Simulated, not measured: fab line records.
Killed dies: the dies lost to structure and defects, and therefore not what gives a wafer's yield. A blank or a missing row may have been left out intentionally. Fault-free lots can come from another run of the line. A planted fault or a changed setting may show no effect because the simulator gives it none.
fab line records	flow sky130
record: lots: 6	wafers: 17	last-day: 50
route steps=708 shown POLY_CUT@314 SD_P@320 PAD_OPEN@708
lots untouched by any fault: they come from a run of this same line in which no faults occurred
start-h: start of the lot's first displayed wafer, in hours after the record's first day	wait-h: how many hours have passed since the lot's step before this one	" as in the row above	L1.1+2: a single row standing in for several wafers	- either no value or no given start	* or withheld: withheld	< > ~ a bound
route shown NAME@n: a module of which the file shows steps, and the number in the route of the first	usual: mean/standard deviation of fault-free wafers	same: alike in all rows	chamber/n: place in a boat	sites: the reading at each site	_std_site: how widely they spread, as a standard deviation	_edge_site: inner sites' mean taken away from outer sites' mean	radius-mm: how far each site lies from the wafer's centre	mask NAME#n: copy n	behind: the tool/chamber that last shaped the wafer	hold: cause of the lot's hold/its duration in hours/its outcome	device: which transistor (n, p or np) failed to switch	end of line: the same wafers' tests at the end of the route	a step without rows: its recipe alone	killed: not the wafer's yield, but the dies lost to structure and defects at the first sort	map: dies across one wafer; x = killed, . = not, _ = none there
set.NAME: the setting the step ran with; set.NAME@STEP: the setting that earlier step ran with	model.NAME: the simulator's own value behind a step, which no gauge read
lots seen at some steps along the route; tables by step, rows by wafer
services: when a tool's chamber went out of use (start-h, in hours from the record's first day, below 0 if earlier), for how many hours, and the reason
== steps ==
step: SKY_POLY_CUT_DEVELOP_07
recipe: develop-time-s: 60	resist: KrF-thick	dev-temp-c: 21
step: SKY_POLY_CUT_CD_MEAS_08
recipe: target-cd-nm: 270
usual: cd-nm: 270.5/1.3
lot.wafer	tool	chamber	start-h	wait-h	cd-nm
L992.2	cd-sem-01	-	590.73	-	269.4
L992.3	"	-	"	"	270.6
L992.4	"	-	"	"	269.9
L998.1	cd-sem-01	-	637.49	-	271.4
L998.2	"	-	"	"	272.2
L998.4	"	-	"	"	270.9
L100.2	cd-sem-01	-	653.88	-	272.7
L100.5	"	-	"	"	273.7
L100.6	"	-	"	"	272.9
L103.1	cd-sem-01	-	674.09	-	268.8
L103.5	"	-	"	"	268.9
L104.1	cd-sem-01	-	677.79	-	269.1
L104.2	"	-	"	"	269.1
L104.5	"	-	"	"	268.6
L113.2	cd-sem-02	-	745.96	-	271.5
L113.3	"	-	"	"	270.0
L113.5	"	-	"	"	269.8
step: SKY_POLY_CUT_OVL_MEAS_09
usual: POLY_CUT_OVL: -5/5.7
lot.wafer	tool	chamber	start-h	wait-h	POLY_CUT_OVL[nm]
L992.2	overlay-01	-	590.83	0.1	-2
L992.3	"	-	"	"	-4
L992.4	"	-	"	"	-2
L998.1	overlay-02	-	637.61	0.1	-10
L998.2	"	-	"	"	-10
L998.4	"	-	"	"	-16
L100.2	overlay-02	-	653.98	0.1	-7
L100.5	"	-	"	"	-12
L100.6	"	-	"	"	-10
L103.1	overlay-02	-	674.21	0.1	-4
L103.5	"	-	"	"	-4
L104.1	overlay-02	-	677.91	0.1	1
L104.2	"	-	"	"	4
L104.5	"	-	"	"	7
L113.2	overlay-01	-	746.07	0.1	-8
L113.3	"	-	"	"	-5
L113.5	"	-	"	"	-9
step: SKY_POLY_CUT_ETCH_10
recipe: chemistry: N2/H2	target: BARC	ion-energy-ev: 200	source-w: 500	bias-w: 100	pressure-mtorr: 30	n2-flow-sccm: 100	h2-flow-sccm: 200	stop-on: SiO2	time-s: 45.9	target-depth-a: 600
usual: drypump-motor-current-A: 6.0/0.33	oes-product-au: 0.855/0.0045	throttle-valve-pct: 13.224/0.01
lot.wafer	tool	chamber	start-h	wait-h	drypump-motor-current-A	oes-product-au	rf-hours-counter-h	throttle-valve-pct
L992.2	rie-diel-04	2	590.86	0.0	6.0	0.850	14	13.211
L992.3	"	1	"	"	6.3	0.851	18	13.228
L992.4	"	0	"	"	6.0	0.861	2	13.222
L998.1	rie-diel-03	1	637.65	0.0	6.2	0.850	12	13.213
L998.2	"	0	"	"	5.9	0.854	5	13.222
L998.4	"	3	"	"	6.5	0.850	27	13.231
L100.2	rie-diel-03	2	654.01	0.0	5.6	0.855	5	13.234
L100.5	"	0	"	"	5.9	0.857	-	13.235
L100.6	"	3	"	"	6.5	0.852	-	13.219
L103.1	rie-diel-01	0	674.25	0.0	5.5	0.853	4	13.213
L103.5	"	1	"	"	6.2	0.848	-	13.214
L104.1	rie-diel-04	0	677.95	0.0	6.0	0.855	3	13.226
L104.2	"	2	"	"	6.1	0.850	16	13.237
L104.5	"	0	"	"	6.0	0.849	-	13.215
L113.2	rie-diel-03	0	746.10	0.0	5.9	0.856	7	13.221
L113.3	"	3	"	"	6.5	0.845	30	13.224
L113.5	"	1	"	"	6.1	0.854	-	13.226
step: SKY_POLY_CUT_ETCH_11
recipe: target: Si3N4	chemistry: CF4/CH2F2/Ar	stop-on: poly-Si	source-w: 600	bias-w: 150	pressure-mtorr: 40	cf4-flow-sccm: 40	ch2f2-flow-sccm: 20	Ar_flow_sccm: 150	time-s: 42.5	target-depth-a: 600
usual: drypump-motor-current-A: 5.9/0.33	oes-product-au: 0.830/0.0061	throttle-valve-pct: 14.993/0.0074
lot.wafer	tool	chamber	start-h	wait-h	drypump-motor-current-A	oes-product-au	rf-hours-counter-h	throttle-valve-pct
L992.2	rie-diel-04	2	590.90	0.0	6.1	0.826	14	14.998
L992.3	"	1	"	"	6.4	0.829	18	14.981
L992.4	"	0	"	"	6.0	0.830	2	14.991
L998.1	rie-diel-03	1	637.69	0.0	6.1	0.823	12	15.004
L998.2	"	0	"	"	5.9	0.832	5	14.985
L998.4	"	3	"	"	6.5	0.830	27	14.987
L100.2	rie-diel-03	2	654.05	0.0	5.6	0.832	5	14.986
L100.5	"	0	"	"	5.9	0.831	-	14.998
L100.6	"	3	"	"	6.5	0.836	-	14.984
L103.1	rie-diel-01	0	674.29	0.0	5.5	0.827	4	15.002
L103.5	"	1	"	"	6.2	0.830	-	14.999
L104.1	rie-diel-04	0	677.99	0.0	6.0	0.831	3	14.999
L104.2	"	2	"	"	6.1	0.832	16	14.992
L104.5	"	0	"	"	6.0	0.838	-	15.000
L113.2	rie-diel-03	0	746.14	0.0	5.9	0.830	7	14.983
L113.3	"	3	"	"	6.5	0.844	30	14.992
L113.5	"	1	"	"	6.1	0.833	-	14.983
step: SKY_POLY_CUT_STRIP_12
recipe: chemistry: O2/N2	power-w: 1400	pressure-mtorr: 1500	platen-temp-c: withheld	o2-flow-sccm: 3000	n2-flow-sccm: 300	overash-fraction: 0.5
usual: drypump-motor-current-A: 5.7/0.45	oes-product-au: 0.452/0.0047	strip-time-to-endpoint-s: 5.356/0.017
lot.wafer	tool	chamber	start-h	wait-h	drypump-motor-current-A	oes-product-au	rf-hours-counter-h	strip-time-to-endpoint-s
L992.2	plasma-asher-02	1	590.94	0.0	6.5	0.452	91	5.338
L992.3	"	1	"	"	6.4	0.447	-	5.324
L992.4	"	0	"	"	6.2	0.461	-	5.336
L998.1	plasma-asher-04	0	637.73	0.0	5.1	0.457	77	5.373
L998.2	"	1	"	"	5.7	0.463	77	5.373
L998.4	"	1	"	"	5.7	0.447	-	5.381
L100.2	plasma-asher-02	1	654.09	0.0	6.5	0.454	98	5.361
L100.5	"	0	"	"	6.3	0.454	-	5.349
L100.6	"	1	"	"	6.5	0.446	-	5.358
L103.1	plasma-asher-02	1	674.33	0.0	6.5	0.450	100	5.373
L103.5	"	1	"	"	6.5	0.444	-	5.342
L104.1	plasma-asher-02	0	678.03	0.0	6.3	0.454	100	5.337
L104.2	"	1	"	"	6.5	0.456	100	5.358
L104.5	"	1	"	"	6.4	0.453	-	5.336
L113.2	plasma-asher-04	0	746.18	0.0	5.2	0.449	88	5.324
L113.3	"	0	"	"	5.2	0.450	-	5.356
L113.5	"	1	"	"	5.7	0.448	-	5.344
step: SKY_SD_P_DEHYDRATE_00
recipe: temp-c: 200	time-s: 60
step: SKY_SD_P_HMDS_01
recipe: prime-time-s: 60	prime-temp-c: 120
step: SKY_SD_P_COAT_02
recipe: resist: NOVOLAK	spin-rpm: 3000	resist-thk-nm: 1140
step: SKY_SD_P_SOFTBAKE_03
recipe: temp-c: 90	time-s: 60	resist: NOVOLAK
step: SKY_SD_P_EXPOSE_04
recipe: mask-id: PSDM	na: 0.6	source-shape: conventional	sigma-outer: 0.6	polarization: unpolarized	target-cd-nm: 380	dose-mj: 138
step: SKY_SD_P_PEB_05
recipe: temp-c: withheld	time-s: *	resist: NOVOLAK
step: SKY_SD_P_DEVELOP_06
recipe: resist: NOVOLAK	developer: TMAH	develop-time-s: 60	dev-temp-c: 23
usual: exhaust-pa: 44.9/1
lot.wafer	tool	chamber	start-h	wait-h	exhaust-pa
L992.2	litho-track-04	0	620.12	0.1	44.3
L992.3	"	0	"	"	42.7
L992.4	"	0	"	"	44.8
L998.1	litho-track-04	0	666.29	0.1	45.4
L998.2	"	0	"	"	44.9
L998.4	"	0	"	"	44.6
L100.2	litho-track-02	0	682.43	0.1	43.7
L100.5	"	0	"	"	45.2
L100.6	"	0	"	"	43.3
L103.1	litho-track-02	0	701.96	0.1	45.9
L103.5	"	0	"	"	46.0
L104.1	litho-track-02	0	705.56	0.1	46.6
L104.2	"	0	"	"	45.6
L104.5	"	0	"	"	46.7
L113.2	litho-track-02	0	772.53	0.1	42.8
L113.3	"	0	"	"	43.8
L113.5	"	0	"	"	43.3
step: SKY_SD_P_CD_MEAS_07
recipe: target-cd-nm: 380
usual: cd-nm: 380.1/2.1
lot.wafer	tool	chamber	start-h	wait-h	cd-nm
L992.2	cd-sem-01	-	620.26	0.1	384.4
L992.3	"	-	"	"	382.6
L992.4	"	-	"	"	380.4
L998.1	cd-sem-01	-	666.44	0.1	378.6
L998.2	"	-	"	"	380.6
L998.4	"	-	"	"	380.4
L100.2	cd-sem-01	-	682.58	0.1	381.1
L100.5	"	-	"	"	381.5
L100.6	"	-	"	"	383.2
L103.1	cd-sem-02	-	702.11	0.1	289.6
L103.5	"	-	"	"	286.9
L104.1	cd-sem-01	-	705.71	0.1	294.5
L104.2	"	-	"	"	381.0
L104.5	"	-	"	"	290.1
L113.2	cd-sem-02	-	772.68	0.1	380.2
L113.3	"	-	"	"	380.5
L113.5	"	-	"	"	380.3
step: SKY_SD_P_OVL_MEAS_08
usual: SD_P_OVL: -0.3/1.5
lot.wafer	tool	chamber	start-h	wait-h	SD_P_OVL[nm]
L992.2	overlay-01	-	620.37	0.1	-2.0
L992.3	"	-	"	"	-2.9
L992.4	"	-	"	"	-2.4
L998.1	overlay-02	-	666.56	0.1	2.9
L998.2	"	-	"	"	2.4
L998.4	"	-	"	"	2.4
L100.2	overlay-02	-	682.68	0.1	-0.2
L100.5	"	-	"	"	-1.9
L100.6	"	-	"	"	-1.7
L103.1	overlay-02	-	702.23	0.1	-0.9
L103.5	"	-	"	"	-0.7
L104.1	overlay-01	-	705.83	0.1	1.0
L104.2	"	-	"	"	0.2
L104.5	"	-	"	"	0.9
L113.2	overlay-02	-	772.78	0.1	0.1
L113.3	"	-	"	"	0.7
L113.5	"	-	"	"	-0.8
step: SKY_PAD_OPEN_PROBE_99
usual: killed_at_M0_to_M3: 45/6.9	killed_at_M4_up: 3.1/1.7	killed-at-contacts: 24/5.7	killed-at-front-end: 15/4.6	killed-at-other: 0.3/0.57	killed-dies: 87/10	killed-open: 48/7.4	killed-short: 39/6.7
same: gross-dies: 492	killed-at-back-side: 0
lot.wafer	tool	chamber	start-h	wait-h	killed_at_M0_to_M3	killed_at_M4_up	killed-at-contacts	killed-at-front-end	killed-at-other	killed-dies	killed-open	killed-short
L100.2	prober-01	-	1144.97	0.1	42	0	23	8	0	73	39	34
L100.5	prober-01	-	1145.12	0.2	43	2	25	12	0	82	45	37
L100.6	prober-01	-	1145.17	0.2	39	5	23	17	0	84	49	35
L103.1	prober-01	-	1155.65	0.1	49	2	16	16	0	83	50	33
L103.5	prober-01	-	1155.85	0.2	43	4	25	16	1	89	45	44
L104.1	prober-01	-	1159.17	0.1	40	3	19	20	0	82	41	41
L104.2	prober-01	-	1159.22	0.1	44	4	15	16	0	79	59	20
L104.5	prober-01	-	1159.37	0.2	59	6	24	12	2	103	63	40
L113.2	prober-02	-	1201.81	0.1	53	1	22	23	0	99	53	46
L113.3	prober-02	-	1201.86	0.2	42	1	31	12	0	86	58	28
L113.5	prober-02	-	1201.96	0.2	47	1	21	7	1	77	45	32
killed by level:class
L100.2 METAL2:geometric-particle:short=12 VIA1:geometric-particle:open=11 CONTACT:geometric-particle:open=10 LI_CONTACT:geometric-particle:open=5 VIA3:geometric-particle:open=5 LOCAL_INTERCONNECT:geometric-particle:short=4 FIELD_ISO:geometric-particle:open=3 POLY_GATE:geometric-particle:short=3
L100.5 CONTACT:geometric-particle:open=13 VIA1:geometric-particle:open=7 METAL2:geometric-particle:short=7 LI_CONTACT:geometric-particle:open=5 LOCAL_INTERCONNECT:geometric-particle:short=5 VIA1:geometric-particle:short=5 METAL3:geometric-particle:short=5 METAL1:geometric-particle:short=4
L100.6 VIA1:geometric-particle:open=12 CONTACT:geometric-particle:open=10 LI_CONTACT:geometric-particle:open=6 SPACER:geometric-particle:short=5 VIA1:geometric-particle:short=5 VIA3:geometric-particle:open=5 METAL4:geometric-particle:short=5 VIA2:geometric-particle:open=4
L103.1 VIA1:geometric-particle:open=19 VIA3:geometric-particle:open=7 VIA1:geometric-particle:short=6 FIELD_ISO:geometric-particle:short=5 LI_CONTACT:geometric-particle:open=5 METAL2:geometric-particle:short=4 LOCAL_INTERCONNECT:geometric-particle:short=4 CONTACT:geometric-particle:open=4
L103.5 VIA1:geometric-particle:open=12 CONTACT:geometric-particle:open=8 VIA2:geometric-particle:open=6 METAL2:geometric-particle:short=6 FIELD_ISO:geometric-particle:short=5 LOCAL_INTERCONNECT:geometric-particle:short=5 CONTACT:geometric-particle:short=5 VIA3:geometric-particle:open=5
L104.1 VIA1:geometric-particle:open=11 POLY_GATE:geometric-particle:short=8 CONTACT:geometric-particle:open=8 CONTACT:geometric-particle:short=6 VIA2:geometric-particle:open=5 VIA3:geometric-particle:open=5 FIELD_ISO:geometric-particle:short=4 METAL1:geometric-particle:short=4
L104.2 VIA1:geometric-particle:open=11 VIA2:geometric-particle:open=10 LI_CONTACT:geometric-particle:open=9 VIA3:geometric-particle:open=9 FIELD_ISO:geometric-particle:open=5 POLY_GATE:geometric-particle:open=4 METAL2:geometric-particle:short=3 METAL1:geometric-particle:short=3
L104.5 VIA1:geometric-particle:open=20 LI_CONTACT:geometric-particle:open=9 VIA2:geometric-particle:open=9 VIA3:geometric-particle:open=9 CONTACT:geometric-particle:open=7 METAL1:geometric-particle:short=7 POLY_GATE:geometric-particle:open=5 METAL4:geometric-particle:short=5
L113.2 CONTACT:geometric-particle:open=12 METAL1:geometric-particle:short=11 VIA3:geometric-particle:open=9 VIA1:geometric-particle:open=8 VIA2:geometric-particle:open=7 FIELD_ISO:geometric-particle:short=6 FIELD_ISO:geometric-particle:open=6 VIA1:geometric-particle:short=4
L113.3 VIA1:geometric-particle:open=14 LI_CONTACT:geometric-particle:open=11 CONTACT:geometric-particle:open=10 FIELD_ISO:geometric-particle:open=6 VIA2:geometric-particle:open=6 VIA1:geometric-particle:short=6 VIA3:geometric-particle:open=6 CONTACT:geometric-particle:short=5
L113.5 VIA1:geometric-particle:open=15 LI_CONTACT:geometric-particle:open=7 VIA2:geometric-particle:open=6 CONTACT:geometric-particle:open=5 LI_CONTACT:geometric-particle:short=5 METAL2:geometric-particle:short=5 VIA3:geometric-particle:open=4 CONTACT:geometric-particle:short=3
== services ==
tool	chamber	start-h	hours	kind
rie-diel-01	2	572.70	7.6	repair
rie-diel-03	2	583.03	1.4	repair
rie-diel-01	1	601.22	-	clean
rie-diel-01	1	601.22	23.9	scheduled-down
rie-diel-01	1	601.22	23.9	vent-cycle
plasma-asher-04	-	639.28	1.6	repair
rie-diel-01	-	647.07	0.4	repair
rie-diel-01	1	649.17	7.1	repair
rie-diel-03	-	674.30	2.8	pm
rie-diel-04	-	686.93	0.1	repair
rie-diel-04	-	724.67	2.8	pm
plasma-asher-02	-	733.77	9.0	pm
plasma-asher-02	0	733.77	9.0	vent-cycle
plasma-asher-02	1	733.77	9.0	vent-cycle
rie-diel-03	-	733.81	1.4	repair
plasma-asher-02	0	742.77	-	clean
plasma-asher-02	1	742.77	-	clean
rie-diel-03	3	754.68	15.1	repair
rie-diel-01	3	755.32	-	clean
rie-diel-01	3	755.32	19.4	scheduled-down
rie-diel-01	3	755.32	19.4	vent-cycle
plasma-asher-04	-	761.56	10.7	repair
== key ==
first-sign: step: SKY_SD_P_CD_MEAS_07	reading: cd-nm	direction: down	sigmas: 42	usual: 380.1	struck: 290.3
effect none on later readings
met-at SKY_SD_P_DEVELOP_06
struck-wafers L103.1,L103.5,L104.1,L104.5
tester-left-out L103,L104
onset-between 682.43 701.96
fault: kind: process-parameter-drift	tool: litho-track-02	chamber: -	onset-h: 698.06	steps: SKY_SD_P_DEVELOP_06	channel: develop-time-s	offset: *	shape: step	end-h: 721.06	scope: struck-wafers-only	acts-in: *	stated: *
tester-left-out: of these lots the tester's yield and bins aren't shown, on N5 and GAA mostly nor the transistor test; their killed dies are dies lost to structure and defects alone, not to doping, threshold or leakage, so they don't give the yield
